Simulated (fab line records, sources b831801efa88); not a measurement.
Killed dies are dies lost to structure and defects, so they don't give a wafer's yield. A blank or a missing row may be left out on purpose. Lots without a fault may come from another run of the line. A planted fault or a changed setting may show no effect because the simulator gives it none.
Chamber matching | flow sky130 | SKY_CONTACT_HDPCVD_02 on hdpcvd-02: 3 sister chambers
The step deposits SiO2, target thk 565 nm, time 94.2 s. 17 wafers are shown with their chamber, then 8 later ones without.

WAFERS WITH THEIR CHAMBER
wafer  | chamber | run_length_s (s)
L130.1 | 0       | 121.6
L130.2 | 1       | 121.6
L130.6 | 0       | 121.5
L134.1 | 0       | 121.2
L134.3 | 1       | 121.8
L134.4 | 2       | 123.1
L135.1 | 0       | 121.2
L135.2 | 2       | 123.7
L135.4 | 0       | 121.8
L137.1 | 2       | 122.9
L137.2 | 1       | 121.5
L137.5 | 0       | 121.7
L142.1 | 2       | 123.6
L142.3 | 1       | 122.1
L142.6 | 2       | 123.5
L143.1 | 0       | 122.0
L143.3 | 1       | 121.6

SIGNATURES (means of the wafers above)
reading      | chamber 0 | chamber 1 | chamber 2 | scatter within a chamber
run_length_s | 121.571   | 121.720   | 123.360   | 0.297
Rule: a wafer's distance from a chamber is the root of the sum, over the readings, of the square of ((its reading less the chamber's mean) divided by the reading's scatter). The wafer belongs to the nearest chamber; if the next one is less than 2 further off, it can't be placed. The scatter: the root of (the sum of the squares of (reading less its chamber's mean) over the shown wafers, divided by (wafers less chambers)).

WAFERS WITHOUT THEIR CHAMBER
wafer  | run_length_s (s)
L143.5 | 121.1
L144.1 | 121.5
L144.4 | 123.5
L144.5 | 121.5
L146.3 | 121.4
L147.6 | 123.4
L148.2 | 123.0
L148.6 | 123.0

WHICH CHAMBER EACH WENT THROUGH
wafer  | from the rows above     | in truth
L143.5 | can't be placed: 0 or 1 | 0
L144.1 | can't be placed: 0 or 1 | 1
L144.4 | 2                       | 2
L144.5 | can't be placed: 0 or 1 | 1
L146.3 | can't be placed: 0 or 1 | 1
L147.6 | 2                       | 2
L148.2 | 2                       | 2
L148.6 | 2                       | 2
Placed correctly: 4 of 8. Can't be placed from these rows: 4 (the true chamber is among the candidates in 4). Placed wrongly: 0.
